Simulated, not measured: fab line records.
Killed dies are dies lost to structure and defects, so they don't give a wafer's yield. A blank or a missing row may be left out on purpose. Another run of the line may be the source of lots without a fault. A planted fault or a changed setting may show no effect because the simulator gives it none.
fab line records / flow sky130
record: lots: 12 wafers: 36 last-day: 49
route steps=708 shown PWDE@52 LDD_HVN@275 CONTACT@406
lots with no fault: from the same line, run without faults
start-h: hours from the record's first day to the start of the lot's first wafer shown / wait-h: hours elapsed since this lot's preceding step / " identical to the entry in the row above / L1.1+2: one row covering several wafers at once / - no value present, or no start provided / * or withheld: withheld / < > ~ a bound
route shown NAME@n: names a module that has steps shown in the file, with the first one's number in the route / usual: average and standard deviation across the fault-free wafers / same: alike in all rows / chamber/n: place in a boat / sites: each site's reading / _std_site: the standard deviation of these / _edge_site: the outer-site mean with the inner-site mean subtracted / radius-mm: for every site, how far away it sits from the centre of the wafer / mask NAME#n: copy n / behind: the last tool/chamber to shape the wafer / hold: reason for holding the lot/hours on hold/outcome of the hold / device: names the non-switching transistor (n, p or np) / end of line: the same wafers' tests at the end of the route / for a step that has no rows: nothing shown but its recipe / killed: not the wafer's yield, but the dies lost to structure and defects at the first sort / map: a wafer's dies, marking killed ones x, the rest . and places with no die _
set.NAME: the setting that was run; set.NAME@STEP: the one run at that earlier step / model.NAME: the simulator's own value behind a step, which no gauge read
the route's steps for a sample of lots (tables are steps, rows are wafers)
services: when a tool's chamber went out of use (start-h, in hours from the record's first day, below 0 if earlier), for how many hours, and the reason
== steps ==
step: SKY_PWDE_OVL_MEAS_07
usual: PWDE_OVL: 0.6/1.6
lot.wafer=L559.1 tool=overlay-01 chamber=- start-h=73.95 wait-h=- PWDE_OVL[nm]=1.4
lot.wafer=L559.2 tool=overlay-01 chamber=- start-h=73.95 wait-h=- PWDE_OVL[nm]=2.2
lot.wafer=L559.3 tool=overlay-01 chamber=- start-h=73.95 wait-h=- PWDE_OVL[nm]=1.4
lot.wafer=L560.1 tool=overlay-02 chamber=- start-h=75.47 wait-h=- PWDE_OVL[nm]=1.5
lot.wafer=L560.4 tool=overlay-02 chamber=- start-h=75.47 wait-h=- PWDE_OVL[nm]=-0.2
lot.wafer=L560.5 tool=overlay-02 chamber=- start-h=75.47 wait-h=- PWDE_OVL[nm]=3.0
lot.wafer=L562.1 tool=overlay-01 chamber=- start-h=86.62 wait-h=- PWDE_OVL[nm]=2.2
lot.wafer=L562.4 tool=overlay-01 chamber=- start-h=86.62 wait-h=- PWDE_OVL[nm]=2.9
lot.wafer=L562.5 tool=overlay-01 chamber=- start-h=86.62 wait-h=- PWDE_OVL[nm]=-0.6
lot.wafer=L563.3 tool=overlay-02 chamber=- start-h=91.71 wait-h=- PWDE_OVL[nm]=-0.8
lot.wafer=L563.5 tool=overlay-02 chamber=- start-h=91.71 wait-h=- PWDE_OVL[nm]=-0.3
lot.wafer=L563.6 tool=overlay-02 chamber=- start-h=91.71 wait-h=- PWDE_OVL[nm]=-0.2
lot.wafer=L565.1 tool=overlay-02 chamber=- start-h=102.75 wait-h=- PWDE_OVL[nm]=-0.8
lot.wafer=L565.2 tool=overlay-02 chamber=- start-h=102.75 wait-h=- PWDE_OVL[nm]=-1.6
lot.wafer=L565.4 tool=overlay-02 chamber=- start-h=102.75 wait-h=- PWDE_OVL[nm]=-0.6
lot.wafer=L566.3 tool=overlay-02 chamber=- start-h=112.06 wait-h=- PWDE_OVL[nm]=-0.4
lot.wafer=L566.5 tool=overlay-02 chamber=- start-h=112.06 wait-h=- PWDE_OVL[nm]=-0.3
lot.wafer=L566.6 tool=overlay-02 chamber=- start-h=112.06 wait-h=- PWDE_OVL[nm]=-1.0
lot.wafer=L568.1 tool=overlay-01 chamber=- start-h=116.90 wait-h=- PWDE_OVL[nm]=2.5
lot.wafer=L568.2 tool=overlay-01 chamber=- start-h=116.90 wait-h=- PWDE_OVL[nm]=0.9
lot.wafer=L568.4 tool=overlay-01 chamber=- start-h=116.90 wait-h=- PWDE_OVL[nm]=2.4
lot.wafer=L569.2 tool=overlay-02 chamber=- start-h=125.23 wait-h=- PWDE_OVL[nm]=0.9
lot.wafer=L569.3 tool=overlay-02 chamber=- start-h=125.23 wait-h=- PWDE_OVL[nm]=-0.3
lot.wafer=L569.4 tool=overlay-02 chamber=- start-h=125.23 wait-h=- PWDE_OVL[nm]=-0.7
lot.wafer=L570.2 tool=overlay-01 chamber=- start-h=129.36 wait-h=- PWDE_OVL[nm]=-0.1
lot.wafer=L570.3 tool=overlay-01 chamber=- start-h=129.36 wait-h=- PWDE_OVL[nm]=1.5
lot.wafer=L570.5 tool=overlay-01 chamber=- start-h=129.36 wait-h=- PWDE_OVL[nm]=1.4
lot.wafer=L571.1 tool=overlay-02 chamber=- start-h=135.27 wait-h=- PWDE_OVL[nm]=4.9
lot.wafer=L571.3 tool=overlay-02 chamber=- start-h=135.27 wait-h=- PWDE_OVL[nm]=2.8
lot.wafer=L571.6 tool=overlay-02 chamber=- start-h=135.27 wait-h=- PWDE_OVL[nm]=0.8
lot.wafer=L575.1 tool=overlay-01 chamber=- start-h=158.95 wait-h=- PWDE_OVL[nm]=3.5
lot.wafer=L575.3 tool=overlay-01 chamber=- start-h=158.95 wait-h=- PWDE_OVL[nm]=1.1
lot.wafer=L575.6 tool=overlay-01 chamber=- start-h=158.95 wait-h=- PWDE_OVL[nm]=-0.2
lot.wafer=L577.1 tool=overlay-02 chamber=- start-h=170.25 wait-h=- PWDE_OVL[nm]=-1.8
lot.wafer=L577.2 tool=overlay-02 chamber=- start-h=170.25 wait-h=- PWDE_OVL[nm]=-0.7
lot.wafer=L577.6 tool=overlay-02 chamber=- start-h=170.25 wait-h=- PWDE_OVL[nm]=-2.0
step: SKY_LDD_HVN_IMPLANT_08
recipe: species: P energy-kev: 60 dose-cm2: 3e+13 tilt-deg: 40
usual: beam-energy-keV: 59.997/0.02
lot.wafer=L559.1 tool=implanter-02 chamber=0 start-h=474.84 wait-h=0.0 beam-energy-keV=59.971
lot.wafer=L559.2 tool=implanter-02 chamber=0 start-h=474.84 wait-h=0.0 beam-energy-keV=59.972
lot.wafer=L559.3 tool=implanter-02 chamber=0 start-h=474.84 wait-h=0.0 beam-energy-keV=59.962
lot.wafer=L560.1 tool=implanter-02 chamber=0 start-h=475.23 wait-h=0.0 beam-energy-keV=60.014
lot.wafer=L560.4 tool=implanter-02 chamber=0 start-h=475.23 wait-h=0.0 beam-energy-keV=60.018
lot.wafer=L560.5 tool=implanter-02 chamber=0 start-h=475.23 wait-h=0.0 beam-energy-keV=60.021
lot.wafer=L562.1 tool=implanter-01 chamber=0 start-h=502.13 wait-h=0.0 beam-energy-keV=60.006
lot.wafer=L562.4 tool=implanter-01 chamber=0 start-h=502.13 wait-h=0.0 beam-energy-keV=60.005
lot.wafer=L562.5 tool=implanter-01 chamber=0 start-h=502.13 wait-h=0.0 beam-energy-keV=59.995
lot.wafer=L563.3 tool=implanter-03 chamber=0 start-h=504.58 wait-h=0.1 beam-energy-keV=60.018
lot.wafer=L563.5 tool=implanter-03 chamber=0 start-h=504.58 wait-h=0.1 beam-energy-keV=59.987
lot.wafer=L563.6 tool=implanter-03 chamber=0 start-h=504.58 wait-h=0.1 beam-energy-keV=60.001
lot.wafer=L565.1 tool=implanter-03 chamber=0 start-h=527.18 wait-h=0.0 beam-energy-keV=60.009
lot.wafer=L565.2 tool=implanter-03 chamber=0 start-h=527.18 wait-h=0.0 beam-energy-keV=59.961
lot.wafer=L565.4 tool=implanter-03 chamber=0 start-h=527.18 wait-h=0.0 beam-energy-keV=59.980
lot.wafer=L566.3 tool=implanter-02 chamber=0 start-h=536.74 wait-h=0.1 beam-energy-keV=59.995
lot.wafer=L566.5 tool=implanter-02 chamber=0 start-h=536.74 wait-h=0.1 beam-energy-keV=59.979
lot.wafer=L566.6 tool=implanter-02 chamber=0 start-h=536.74 wait-h=0.1 beam-energy-keV=59.998
lot.wafer=L568.1 tool=implanter-01 chamber=0 start-h=545.88 wait-h=0.0 beam-energy-keV=59.987
lot.wafer=L568.2 tool=implanter-01 chamber=0 start-h=545.88 wait-h=0.0 beam-energy-keV=59.980
lot.wafer=L568.4 tool=implanter-01 chamber=0 start-h=545.88 wait-h=0.0 beam-energy-keV=59.994
lot.wafer=L569.2 tool=implanter-02 chamber=0 start-h=563.77 wait-h=0.0 beam-energy-keV=60.031
lot.wafer=L569.3 tool=implanter-02 chamber=0 start-h=563.77 wait-h=0.0 beam-energy-keV=59.997
lot.wafer=L569.4 tool=implanter-02 chamber=0 start-h=563.77 wait-h=0.0 beam-energy-keV=60.010
lot.wafer=L570.2 tool=implanter-03 chamber=0 start-h=567.68 wait-h=0.0 beam-energy-keV=60.014
lot.wafer=L570.3 tool=implanter-03 chamber=0 start-h=567.68 wait-h=0.0 beam-energy-keV=59.976
lot.wafer=L570.5 tool=implanter-03 chamber=0 start-h=567.68 wait-h=0.0 beam-energy-keV=60.030
lot.wafer=L571.1 tool=implanter-03 chamber=0 start-h=578.54 wait-h=0.0 beam-energy-keV=60.035
lot.wafer=L571.3 tool=implanter-03 chamber=0 start-h=578.54 wait-h=0.0 beam-energy-keV=59.996
lot.wafer=L571.6 tool=implanter-03 chamber=0 start-h=578.54 wait-h=0.0 beam-energy-keV=60.004
lot.wafer=L575.1 tool=implanter-03 chamber=0 start-h=608.84 wait-h=0.0 beam-energy-keV=69.534
lot.wafer=L575.3 tool=implanter-03 chamber=0 start-h=608.84 wait-h=0.0 beam-energy-keV=69.527
lot.wafer=L575.6 tool=implanter-03 chamber=0 start-h=608.84 wait-h=0.0 beam-energy-keV=69.530
lot.wafer=L577.1 tool=implanter-03 chamber=0 start-h=627.74 wait-h=0.0 beam-energy-keV=69.518
lot.wafer=L577.2 tool=implanter-03 chamber=0 start-h=627.74 wait-h=0.0 beam-energy-keV=69.519
lot.wafer=L577.6 tool=implanter-03 chamber=0 start-h=627.74 wait-h=0.0 beam-energy-keV=69.502
step: SKY_LDD_HVN_TW_MEAS_10
usual: LDD_HVN_TW: 1442/7.5
lot.wafer=L559.1 tool=film-metro-03 chamber=- start-h=475.09 wait-h=0.1 hold=- LDD_HVN_TW=1434
lot.wafer=L559.2 tool=film-metro-03 chamber=- start-h=475.09 wait-h=0.1 hold=- LDD_HVN_TW=1444
lot.wafer=L559.3 tool=film-metro-03 chamber=- start-h=475.09 wait-h=0.1 hold=- LDD_HVN_TW=1437
lot.wafer=L560.1 tool=film-metro-01 chamber=- start-h=475.48 wait-h=0.1 hold=- LDD_HVN_TW=1439
lot.wafer=L560.4 tool=film-metro-01 chamber=- start-h=475.48 wait-h=0.1 hold=- LDD_HVN_TW=1437
lot.wafer=L560.5 tool=film-metro-01 chamber=- start-h=475.48 wait-h=0.1 hold=- LDD_HVN_TW=1440
lot.wafer=L562.1 tool=film-metro-04 chamber=- start-h=502.38 wait-h=0.1 hold=- LDD_HVN_TW=1435
lot.wafer=L562.4 tool=film-metro-04 chamber=- start-h=502.38 wait-h=0.1 hold=- LDD_HVN_TW=1429
lot.wafer=L562.5 tool=film-metro-04 chamber=- start-h=502.38 wait-h=0.1 hold=- LDD_HVN_TW=1434
lot.wafer=L563.3 tool=film-metro-01 chamber=- start-h=504.80 wait-h=0.1 hold=- LDD_HVN_TW=1430
lot.wafer=L563.5 tool=film-metro-01 chamber=- start-h=504.80 wait-h=0.1 hold=- LDD_HVN_TW=1440
lot.wafer=L563.6 tool=film-metro-01 chamber=- start-h=504.80 wait-h=0.1 hold=- LDD_HVN_TW=1435
lot.wafer=L565.1 tool=film-metro-01 chamber=- start-h=527.43 wait-h=0.1 hold=- LDD_HVN_TW=1446
lot.wafer=L565.2 tool=film-metro-01 chamber=- start-h=527.43 wait-h=0.1 hold=- LDD_HVN_TW=1446
lot.wafer=L565.4 tool=film-metro-01 chamber=- start-h=527.43 wait-h=0.1 hold=- LDD_HVN_TW=1443
lot.wafer=L566.3 tool=film-metro-04 chamber=- start-h=536.96 wait-h=0.1 hold=- LDD_HVN_TW=1446
lot.wafer=L566.5 tool=film-metro-04 chamber=- start-h=536.96 wait-h=0.1 hold=- LDD_HVN_TW=1449
lot.wafer=L566.6 tool=film-metro-04 chamber=- start-h=536.96 wait-h=0.1 hold=- LDD_HVN_TW=1451
lot.wafer=L568.1 tool=film-metro-03 chamber=- start-h=546.13 wait-h=0.1 hold=- LDD_HVN_TW=1439
lot.wafer=L568.2 tool=film-metro-03 chamber=- start-h=546.13 wait-h=0.1 hold=- LDD_HVN_TW=1438
lot.wafer=L568.4 tool=film-metro-03 chamber=- start-h=546.13 wait-h=0.1 hold=- LDD_HVN_TW=1440
lot.wafer=L569.2 tool=film-metro-03 chamber=- start-h=564.00 wait-h=0.1 hold=- LDD_HVN_TW=1440
lot.wafer=L569.3 tool=film-metro-03 chamber=- start-h=564.00 wait-h=0.1 hold=- LDD_HVN_TW=1440
lot.wafer=L569.4 tool=film-metro-03 chamber=- start-h=564.00 wait-h=0.1 hold=- LDD_HVN_TW=1435
lot.wafer=L570.2 tool=film-metro-01 chamber=- start-h=567.92 wait-h=0.1 hold=- LDD_HVN_TW=1434
lot.wafer=L570.3 tool=film-metro-01 chamber=- start-h=567.92 wait-h=0.1 hold=- LDD_HVN_TW=1435
lot.wafer=L570.5 tool=film-metro-01 chamber=- start-h=567.92 wait-h=0.1 hold=- LDD_HVN_TW=1436
lot.wafer=L571.1 tool=film-metro-04 chamber=- start-h=578.79 wait-h=0.1 hold=- LDD_HVN_TW=1453
lot.wafer=L571.3 tool=film-metro-04 chamber=- start-h=578.79 wait-h=0.1 hold=- LDD_HVN_TW=1458
lot.wafer=L571.6 tool=film-metro-04 chamber=- start-h=578.79 wait-h=0.1 hold=- LDD_HVN_TW=1453
lot.wafer=L575.1 tool=film-metro-01 chamber=- start-h=609.09 wait-h=0.1 hold=await-dispo/0.2h/release LDD_HVN_TW=1489
lot.wafer=L575.3 tool=film-metro-01 chamber=- start-h=609.09 wait-h=0.1 hold=await-dispo/0.2h/release LDD_HVN_TW=1491
lot.wafer=L575.6 tool=film-metro-01 chamber=- start-h=609.09 wait-h=0.1 hold=await-dispo/0.2h/release LDD_HVN_TW=1489
lot.wafer=L575.1 tool=film-metro-01 chamber=- start-h=609.32 wait-h=0.2 hold=- LDD_HVN_TW=1489
lot.wafer=L575.3 tool=film-metro-01 chamber=- start-h=609.32 wait-h=0.2 hold=- LDD_HVN_TW=1501
lot.wafer=L575.6 tool=film-metro-01 chamber=- start-h=609.32 wait-h=0.2 hold=- LDD_HVN_TW=1486
lot.wafer=L577.1 tool=film-metro-03 chamber=- start-h=627.99 wait-h=0.1 hold=await-dispo/0.2h/release LDD_HVN_TW=1513
lot.wafer=L577.2 tool=film-metro-03 chamber=- start-h=627.99 wait-h=0.1 hold=await-dispo/0.2h/release LDD_HVN_TW=1504
lot.wafer=L577.6 tool=film-metro-03 chamber=- start-h=627.99 wait-h=0.1 hold=await-dispo/0.2h/release LDD_HVN_TW=1508
lot.wafer=L577.1 tool=film-metro-03 chamber=- start-h=628.22 wait-h=0.2 hold=- LDD_HVN_TW=1514
lot.wafer=L577.2 tool=film-metro-03 chamber=- start-h=628.22 wait-h=0.2 hold=- LDD_HVN_TW=1502
lot.wafer=L577.6 tool=film-metro-03 chamber=- start-h=628.22 wait-h=0.2 hold=- LDD_HVN_TW=1506
step: SKY_CONTACT_CVD_00
recipe: material: Si3N4 target-thk-nm: 75 temp-c: 400 time-s: withheld rf-w: 450
usual: heater-power-outer-w: 452/60 heater-power-w: 725/85 rf-fwd-power-W: 444.1/2
lot.wafer=L559.1 tool=pecvd-02 chamber=2 start-h=713.09 wait-h=0.0 heater-power-outer-w=502 heater-power-w=809 rf-fwd-power-W=445.6
lot.wafer=L559.2 tool=pecvd-02 chamber=0 start-h=713.09 wait-h=0.0 heater-power-outer-w=385 heater-power-w=580 rf-fwd-power-W=445.2
lot.wafer=L559.3 tool=pecvd-02 chamber=1 start-h=713.09 wait-h=0.0 heater-power-outer-w=403 heater-power-w=668 rf-fwd-power-W=443.4
lot.wafer=L560.1 tool=pecvd-04 chamber=1 start-h=717.82 wait-h=0.0 heater-power-outer-w=405 heater-power-w=681 rf-fwd-power-W=444.1
lot.wafer=L560.4 tool=pecvd-04 chamber=2 start-h=717.82 wait-h=0.0 heater-power-outer-w=401 heater-power-w=717 rf-fwd-power-W=446.6
lot.wafer=L560.5 tool=pecvd-04 chamber=2 start-h=717.82 wait-h=0.0 heater-power-outer-w=405 heater-power-w=717 rf-fwd-power-W=444.0
lot.wafer=L562.1 tool=pecvd-03 chamber=2 start-h=738.43 wait-h=0.0 heater-power-outer-w=457 heater-power-w=732 rf-fwd-power-W=443.5
lot.wafer=L562.4 tool=pecvd-03 chamber=2 start-h=738.43 wait-h=0.0 heater-power-outer-w=442 heater-power-w=743 rf-fwd-power-W=444.5
lot.wafer=L562.5 tool=pecvd-03 chamber=0 start-h=738.43 wait-h=0.0 heater-power-outer-w=527 heater-power-w=846 rf-fwd-power-W=445.4
lot.wafer=L563.3 tool=pecvd-04 chamber=0 start-h=742.29 wait-h=0.0 heater-power-outer-w=404 heater-power-w=675 rf-fwd-power-W=442.6
lot.wafer=L563.5 tool=pecvd-04 chamber=0 start-h=742.29 wait-h=0.0 heater-power-outer-w=401 heater-power-w=662 rf-fwd-power-W=444.4
lot.wafer=L563.6 tool=pecvd-04 chamber=1 start-h=742.29 wait-h=0.0 heater-power-outer-w=354 heater-power-w=592 rf-fwd-power-W=440.7
lot.wafer=L565.1 tool=pecvd-04 chamber=1 start-h=762.00 wait-h=0.0 heater-power-outer-w=329 heater-power-w=565 rf-fwd-power-W=443.8
lot.wafer=L565.2 tool=pecvd-04 chamber=2 start-h=762.00 wait-h=0.0 heater-power-outer-w=419 heater-power-w=733 rf-fwd-power-W=442.6
lot.wafer=L565.4 tool=pecvd-04 chamber=2 start-h=762.00 wait-h=0.0 heater-power-outer-w=422 heater-power-w=742 rf-fwd-power-W=444.6
lot.wafer=L566.3 tool=pecvd-02 chamber=1 start-h=770.38 wait-h=0.0 heater-power-outer-w=475 heater-power-w=779 rf-fwd-power-W=442.9
lot.wafer=L566.5 tool=pecvd-02 chamber=1 start-h=770.38 wait-h=0.0 heater-power-outer-w=492 heater-power-w=759 rf-fwd-power-W=442.8
lot.wafer=L566.6 tool=pecvd-02 chamber=2 start-h=770.38 wait-h=0.0 heater-power-outer-w=490 heater-power-w=796 rf-fwd-power-W=446.5
lot.wafer=L568.1 tool=pecvd-03 chamber=2 start-h=777.63 wait-h=0.0 heater-power-outer-w=470 heater-power-w=742 rf-fwd-power-W=445.6
lot.wafer=L568.2 tool=pecvd-03 chamber=0 start-h=777.63 wait-h=0.0 heater-power-outer-w=468 heater-power-w=741 rf-fwd-power-W=445.4
lot.wafer=L568.4 tool=pecvd-03 chamber=1 start-h=777.63 wait-h=0.0 heater-power-outer-w=513 heater-power-w=756 rf-fwd-power-W=443.2
lot.wafer=L569.2 tool=pecvd-04 chamber=0 start-h=796.32 wait-h=0.0 heater-power-outer-w=391 heater-power-w=637 rf-fwd-power-W=445.2
lot.wafer=L569.3 tool=pecvd-04 chamber=2 start-h=796.32 wait-h=0.0 heater-power-outer-w=511 heater-power-w=851 rf-fwd-power-W=448.0
lot.wafer=L569.4 tool=pecvd-04 chamber=0 start-h=796.32 wait-h=0.0 heater-power-outer-w=395 heater-power-w=644 rf-fwd-power-W=444.9
lot.wafer=L570.2 tool=pecvd-03 chamber=2 start-h=797.78 wait-h=0.0 heater-power-outer-w=379 heater-power-w=601 rf-fwd-power-W=443.4
lot.wafer=L570.3 tool=pecvd-03 chamber=1 start-h=797.78 wait-h=0.0 heater-power-outer-w=529 heater-power-w=790 rf-fwd-power-W=444.3
lot.wafer=L570.5 tool=pecvd-03 chamber=1 start-h=797.78 wait-h=0.0 heater-power-outer-w=532 heater-power-w=824 rf-fwd-power-W=445.6
lot.wafer=L571.1 tool=pecvd-02 chamber=0 start-h=807.09 wait-h=0.0 heater-power-outer-w=404 heater-power-w=621 rf-fwd-power-W=444.2
lot.wafer=L571.3 tool=pecvd-02 chamber=1 start-h=807.09 wait-h=0.0 heater-power-outer-w=495 heater-power-w=783 rf-fwd-power-W=442.1
lot.wafer=L571.6 tool=pecvd-02 chamber=0 start-h=807.09 wait-h=0.0 heater-power-outer-w=399 heater-power-w=620 rf-fwd-power-W=442.3
lot.wafer=L575.1 tool=pecvd-04 chamber=0 start-h=836.41 wait-h=0.0 heater-power-outer-w=401 heater-power-w=662 rf-fwd-power-W=445.1
lot.wafer=L575.3 tool=pecvd-04 chamber=2 start-h=836.41 wait-h=0.0 heater-power-outer-w=497 heater-power-w=827 rf-fwd-power-W=445.3
lot.wafer=L575.6 tool=pecvd-04 chamber=0 start-h=836.41 wait-h=0.0 heater-power-outer-w=417 heater-power-w=667 rf-fwd-power-W=447.3
lot.wafer=L577.1 tool=pecvd-03 chamber=0 start-h=853.99 wait-h=0.0 heater-power-outer-w=451 heater-power-w=714 rf-fwd-power-W=443.4
lot.wafer=L577.2 tool=pecvd-03 chamber=1 start-h=853.99 wait-h=0.0 heater-power-outer-w=525 heater-power-w=798 rf-fwd-power-W=439.8
lot.wafer=L577.6 tool=pecvd-03 chamber=0 start-h=853.99 wait-h=0.0 heater-power-outer-w=453 heater-power-w=734 rf-fwd-power-W=444.0
step: SKY_CONTACT_SPUTTER_23
recipe: material: TiN target-thk-nm: 20 chamber-pressure-pa: 5 power-w: 4000 time-s: 80
usual: throttle-valve-pct: 30.0/0.84
lot.wafer=L559.1 tool=pvd-sputter-04 chamber=- start-h=742.62 wait-h=0.0 throttle-valve-pct=29.6
lot.wafer=L559.2 tool=pvd-sputter-04 chamber=- start-h=742.62 wait-h=0.0 throttle-valve-pct=30.2
lot.wafer=L559.3 tool=pvd-sputter-04 chamber=- start-h=742.62 wait-h=0.0 throttle-valve-pct=28.7
lot.wafer=L560.1 tool=pvd-sputter-01 chamber=- start-h=747.15 wait-h=0.0 throttle-valve-pct=29.1
lot.wafer=L560.4 tool=pvd-sputter-01 chamber=- start-h=747.15 wait-h=0.0 throttle-valve-pct=29.9
lot.wafer=L560.5 tool=pvd-sputter-01 chamber=- start-h=747.15 wait-h=0.0 throttle-valve-pct=29.1
lot.wafer=L562.1 tool=pvd-sputter-02 chamber=- start-h=766.70 wait-h=0.0 throttle-valve-pct=30.3
lot.wafer=L562.4 tool=pvd-sputter-02 chamber=- start-h=766.70 wait-h=0.0 throttle-valve-pct=31.0
lot.wafer=L562.5 tool=pvd-sputter-02 chamber=- start-h=766.70 wait-h=0.0 throttle-valve-pct=31.5
lot.wafer=L563.3 tool=pvd-sputter-04 chamber=- start-h=770.19 wait-h=0.0 throttle-valve-pct=29.6
lot.wafer=L563.5 tool=pvd-sputter-04 chamber=- start-h=770.19 wait-h=0.0 throttle-valve-pct=29.3
lot.wafer=L563.6 tool=pvd-sputter-04 chamber=- start-h=770.19 wait-h=0.0 throttle-valve-pct=29.7
lot.wafer=L565.1 tool=pvd-sputter-02 chamber=- start-h=790.09 wait-h=0.0 throttle-valve-pct=30.3
lot.wafer=L565.2 tool=pvd-sputter-02 chamber=- start-h=790.09 wait-h=0.0 throttle-valve-pct=30.4
lot.wafer=L565.4 tool=pvd-sputter-02 chamber=- start-h=790.09 wait-h=0.0 throttle-valve-pct=31.2
lot.wafer=L566.3 tool=pvd-sputter-01 chamber=- start-h=798.15 wait-h=0.0 throttle-valve-pct=29.0
lot.wafer=L566.5 tool=pvd-sputter-01 chamber=- start-h=798.15 wait-h=0.0 throttle-valve-pct=29.4
lot.wafer=L566.6 tool=pvd-sputter-01 chamber=- start-h=798.15 wait-h=0.0 throttle-valve-pct=29.0
lot.wafer=L568.1 tool=pvd-sputter-04 chamber=- start-h=805.55 wait-h=0.0 throttle-valve-pct=29.7
lot.wafer=L568.2 tool=pvd-sputter-04 chamber=- start-h=805.55 wait-h=0.0 throttle-valve-pct=29.5
lot.wafer=L568.4 tool=pvd-sputter-04 chamber=- start-h=805.55 wait-h=0.0 throttle-valve-pct=28.5
lot.wafer=L569.2 tool=pvd-sputter-02 chamber=- start-h=823.77 wait-h=0.0 throttle-valve-pct=30.2
lot.wafer=L569.3 tool=pvd-sputter-02 chamber=- start-h=823.77 wait-h=0.0 throttle-valve-pct=30.7
lot.wafer=L569.4 tool=pvd-sputter-02 chamber=- start-h=823.77 wait-h=0.0 throttle-valve-pct=31.1
lot.wafer=L570.2 tool=pvd-sputter-02 chamber=- start-h=825.92 wait-h=0.0 throttle-valve-pct=31.3
lot.wafer=L570.3 tool=pvd-sputter-02 chamber=- start-h=825.92 wait-h=0.0 throttle-valve-pct=30.2
lot.wafer=L570.5 tool=pvd-sputter-02 chamber=- start-h=825.92 wait-h=0.0 throttle-valve-pct=31.2
lot.wafer=L571.1 tool=pvd-sputter-02 chamber=- start-h=834.15 wait-h=0.0 throttle-valve-pct=31.2
lot.wafer=L571.3 tool=pvd-sputter-02 chamber=- start-h=834.15 wait-h=0.0 throttle-valve-pct=30.6
lot.wafer=L571.6 tool=pvd-sputter-02 chamber=- start-h=834.15 wait-h=0.0 throttle-valve-pct=30.3
lot.wafer=L575.1 tool=pvd-sputter-04 chamber=- start-h=863.69 wait-h=0.0 throttle-valve-pct=28.9
lot.wafer=L575.3 tool=pvd-sputter-04 chamber=- start-h=863.69 wait-h=0.0 throttle-valve-pct=29.4
lot.wafer=L575.6 tool=pvd-sputter-04 chamber=- start-h=863.69 wait-h=0.0 throttle-valve-pct=28.7
lot.wafer=L577.1 tool=pvd-sputter-04 chamber=- start-h=881.64 wait-h=0.0 throttle-valve-pct=29.6
lot.wafer=L577.2 tool=pvd-sputter-04 chamber=- start-h=881.64 wait-h=0.0 throttle-valve-pct=29.2
lot.wafer=L577.6 tool=pvd-sputter-04 chamber=- start-h=881.64 wait-h=0.0 throttle-valve-pct=29.9
== services ==
tool=implanter-02 chamber=- start-h=459.08 hours=4.2 kind=pm
tool=implanter-03 chamber=- start-h=469.11 hours=3.1 kind=repair
tool=implanter-02 chamber=- start-h=470.16 hours=1.2 kind=repair
tool=implanter-03 chamber=- start-h=494.73 hours=2.3 kind=pm
tool=pvd-sputter-02 chamber=- start-h=507.38 hours=1.7 kind=repair
tool=implanter-03 chamber=- start-h=521.57 hours=4.2 kind=repair
tool=pecvd-03 chamber=1 start-h=541.43 hours=5.8 kind=repair
tool=implanter-02 chamber=- start-h=552.35 hours=4.2 kind=repair
tool=pecvd-04 chamber=- start-h=557.04 hours=6.0 kind=pm
tool=implanter-03 chamber=- start-h=559.19 hours=1.7 kind=repair
tool=pecvd-04 chamber=2 start-h=587.94 hours=7.5 kind=repair
tool=pvd-sputter-04 chamber=- start-h=619.06 hours=1.6 kind=repair
tool=pecvd-04 chamber=- start-h=636.90 hours=0.7 kind=repair
tool=pvd-sputter-02 chamber=- start-h=639.16 hours=5.4 kind=repair
tool=pecvd-04 chamber=- start-h=648.17 hours=0.3 kind=repair
tool=implanter-03 chamber=- start-h=686.66 hours=3.2 kind=pm
tool=pvd-sputter-04 chamber=- start-h=703.71 hours=3.2 kind=repair
tool=pvd-sputter-04 chamber=- start-h=765.80 hours=1.1 kind=repair
tool=implanter-03 chamber=- start-h=780.98 hours=1.4 kind=repair
tool=implanter-03 chamber=- start-h=790.14 hours=2.9 kind=repair
tool=pecvd-04 chamber=- start-h=799.69 hours=0.8 kind=pm
tool=pvd-sputter-04 chamber=- start-h=809.29 hours=0.8 kind=repair
tool=implanter-03 chamber=- start-h=811.76 hours=13.8 kind=repair
tool=pvd-sputter-02 chamber=- start-h=836.53 hours=0.7 kind=repair
== key ==
first-sign: step: SKY_LDD_HVN_IMPLANT_08 reading: beam-energy-keV direction: up sigmas: 99+ usual: * struck: *
effect: step: SKY_LDD_HVN_TW_MEAS_10 reading: visit direction: added
effect: step: SKY_LDD_HVN_TW_MEAS_10 reading: LDD_HVN_TW direction: up sigmas: 7.5 usual: 1442 struck: 1499
met-at SKY_LDD_HVN_IMPLANT_08
struck-lots L575,L577
tester-left-out L575,L577
not-acting-at SKY_PWDE_OVL_MEAS_07,SKY_CONTACT_CVD_00,SKY_CONTACT_SPUTTER_23
onset-between 578.54 608.84
fault: kind: process-parameter-drift tool: implanter-03 chamber: - onset-h: 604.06 steps: SKY_LDD_HVN_IMPLANT_08 channel: energy-kev offset: * shape: step end-h: 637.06 acts-in: * stated: *
tester-left-out: of these lots the tester's yield and bins aren't shown, on N5 and GAA mostly nor the transistor test; their killed dies are dies lost to structure and defects alone, not to doping, threshold or leakage, so they don't give the yield
